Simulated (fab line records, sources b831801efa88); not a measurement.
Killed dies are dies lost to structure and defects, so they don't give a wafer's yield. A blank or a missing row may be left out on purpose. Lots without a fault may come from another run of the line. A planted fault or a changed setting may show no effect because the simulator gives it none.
A struck lot beside a sound one | flow sky130 | 29 steps out of a route of 708
Sound: wafers L928.2, L928.3, L928.6. Struck: wafers L935.1, L935.2, L935.4. The cause comes at the end.
At each step with rows: each side's tool, then ch and its chambers, then its first start. Under that, the readings that differ: sound wafers | struck wafers | difference of the means | sigmas: that difference in standard deviations of wafers without a fault.
alike: readings whose means differ by less than 2 such deviations, and words and numbers that are the same on both sides. not compared: withheld readings, readings that some wafer has no value for, bounds like >300 that may hide the same value, and numbers for which the record gives no deviation and whose values overlap.
The two part at a step that has a row with sigmas, a row that says differs or no value, or rows on one side only. Numbers that don't overlap but have no deviation are shown without sigmas and don't part them. A reading that every wafer of one side lacks parts them only if that side has two wafers or more.

SKY_POLY_GATE_CD_MEAS_13: target cd 150 nm.
  sound on cd_sem-02, day 19 04:38; struck on cd_sem-01, day 21 08:47
  reading    | sound             | struck            | difference | sigmas
  cd_nm (nm) | 151.4 151.4 150.4 | 147.0 147.5 147.9 | -3.6       | -3
SKY_POLY_GATE_OVL_MEAS_14:
  sound on overlay-02, day 19 04:45; struck on overlay-01, day 21 08:55
  alike: POLY_GATE_OVL
SKY_POLY_GATE_ETCH_15: etches BARC in N2/H2, stops on SiO2, time 118.5 s, target depth 110 nm.
  sound on rie_diel-03 ch 1,3, day 19 04:47; struck on rie_diel-02 ch 0,1,3, day 21 08:57
  alike: drypump_motor_current_A, oes_product_au, throttle_valve_pct
  not compared: rf_hours_counter_h
SKY_POLY_GATE_ETCH_16: etches Si3N4 in CH3F/O2, stops on poly-Si, time 147.5 s, target depth 75 nm.
  sound on rie_diel-03 ch 1,3, day 19 04:52; struck on rie_diel-02 ch 0,1,3, day 21 09:02
  alike: drypump_motor_current_A, oes_product_au, throttle_valve_pct
  not compared: rf_hours_counter_h
SKY_POLY_GATE_ETCH_17: etches poly-Si in HBr/Cl2, stops on SiO2, target depth 180 nm, time 70.5 s.
  sound on rie_si-01 ch 1,3, day 19 04:58; struck on rie_si-02 ch 1,2,3, day 21 09:08
  reading                     | sound       | struck      | difference | sigmas
  drypump_motor_current_A (A) | 5.4 5.4 5.4 | 6.0 6.2 6.2 | +0.7       | +2
  alike: he_backside_leak_sccm, oes_product_au, throttle_valve_pct
  not compared: rf_hours_counter_h
SKY_POLY_GATE_STRIP_18: strips in O2/N2.
  sound on plasma_asher-03 ch 0,1, day 19 05:01; struck on plasma_asher-02 ch 0,1, day 21 09:11
  alike: drypump_motor_current_A, oes_product_au, strip_time_to_endpoint_s
  not compared: rf_hours_counter_h
then, 2 steps without rows for these wafers: SKY_POLY_GATE_CLEAN_19 (cleans in SC1/SC2, time 150 s); SKY_POLY_GATE_OXIDATION_20 (stabilise 600 s, purge 300 s, target thk 4 nm).
SKY_POLY_GATE_THK_MEAS_21:
  sound on film_metro-04, day 19 07:11; struck on film_metro-04, day 21 10:35
  alike: POLY_GATE_OXIDATION_THK
SKY_POLY_GATE_CD_MEAS_22:
  sound on cd_sem-01, day 19 07:16; struck on cd_sem-01, day 21 10:38
  reading    | sound             | struck            | difference | sigmas
  cd_nm (nm) | 152.8 154.2 151.3 | 147.3 148.8 149.8 | -4.1       | -2
then, 2 steps without rows for these wafers: SKY_LDD_N_DEHYDRATE_00 (time 60 s); SKY_LDD_N_HMDS_01 (prime time 60 s).
SKY_LDD_N_COAT_02: resist thk 300 nm.
  sound on litho_track-03 ch 0, day 19 22:22; struck on litho_track-03 ch 0, day 22 01:26
  reading                                    | sound             | struck            | difference | sigmas
  model.NOVOLAK_of_LDD_N_COAT_02.thk_nm (nm) | 298.8 298.8 298.8 | 331.5 331.4 330.2 | +32.2      |
  alike: exhaust_pa
then, 3 steps without rows for these wafers: SKY_LDD_N_SOFTBAKE_03 (time 60 s); SKY_LDD_N_EXPOSE_04 (exposes mask NTM, target cd 840 nm); SKY_LDD_N_PEB_05.
SKY_LDD_N_DEVELOP_06: develop time 60 s.
  sound on litho_track-03 ch 0, day 20 13:22; struck on litho_track-02 ch 0, day 22 17:07
  reading                                    | sound             | struck            | difference | sigmas
  model.NOVOLAK_of_LDD_N_COAT_02.thk_nm (nm) | 298.4 298.4 298.4 | 331.1 330.9 329.7 | +32.2      |
  alike: exhaust_pa
SKY_LDD_N_OVL_MEAS_07:
  sound on overlay-01, day 20 13:29; struck on overlay-01, day 22 17:16
  alike: LDD_N_OVL
then, 8 steps without rows for these wafers: SKY_LDD_N_IMPLANT_08; SKY_LDD_N_IMPLANT_09; SKY_LDD_N_IMPLANT_10; SKY_LDD_N_IMPLANT_11; SKY_LDD_N_IMPLANT_12; SKY_LDD_N_IMPLANT_13; SKY_LDD_N_IMPLANT_14; SKY_LDD_N_IMPLANT_15.
SKY_LDD_N_STRIP_16: strips in O2/N2.
  sound on plasma_asher-03 ch 0,1, day 20 15:28; struck on plasma_asher-01 ch 0,1, day 22 18:31
  reading                      | sound             | struck            | difference | sigmas
  oes_product_au (a.u.)        | 0.405 0.404 0.406 | 0.426 0.418 0.423 | +0.017     | +4
  strip_time_to_endpoint_s (s) | 4.307 4.310 4.305 | 4.731 4.716 4.715 | +0.413     | +30
  alike: drypump_motor_current_A
  not compared: rf_hours_counter_h
SKY_LDD_N_TW_MEAS_17:
  sound on film_metro-04, day 20 15:34; struck on film_metro-04, day 22 18:37
  alike: LDD_N_TW
-- the record jumps here: 26 days lie between the struck wafers' starts before and after (it left off in module LDD_N and takes up again in module PAD_OPEN, whose first step shown is number 708 of the route) --
SKY_PAD_OPEN_PROBE_99:
  sound on prober-02, day 47 17:28; struck on prober-02, day 48 22:40
  alike: killed_at_M0_to_M3, killed_at_M4_up, killed_at_contacts, killed_at_front_end, killed_at_other, killed_dies, killed_open, killed_short

WHERE THEY PART
First at SKY_POLY_GATE_CD_MEAS_13; last, within this record, at SKY_LDD_N_STRIP_16. Later steps at which nothing parts them and some readings are alike: SKY_LDD_N_TW_MEAS_17, SKY_PAD_OPEN_PROBE_99.

WHY: what the simulator had put in
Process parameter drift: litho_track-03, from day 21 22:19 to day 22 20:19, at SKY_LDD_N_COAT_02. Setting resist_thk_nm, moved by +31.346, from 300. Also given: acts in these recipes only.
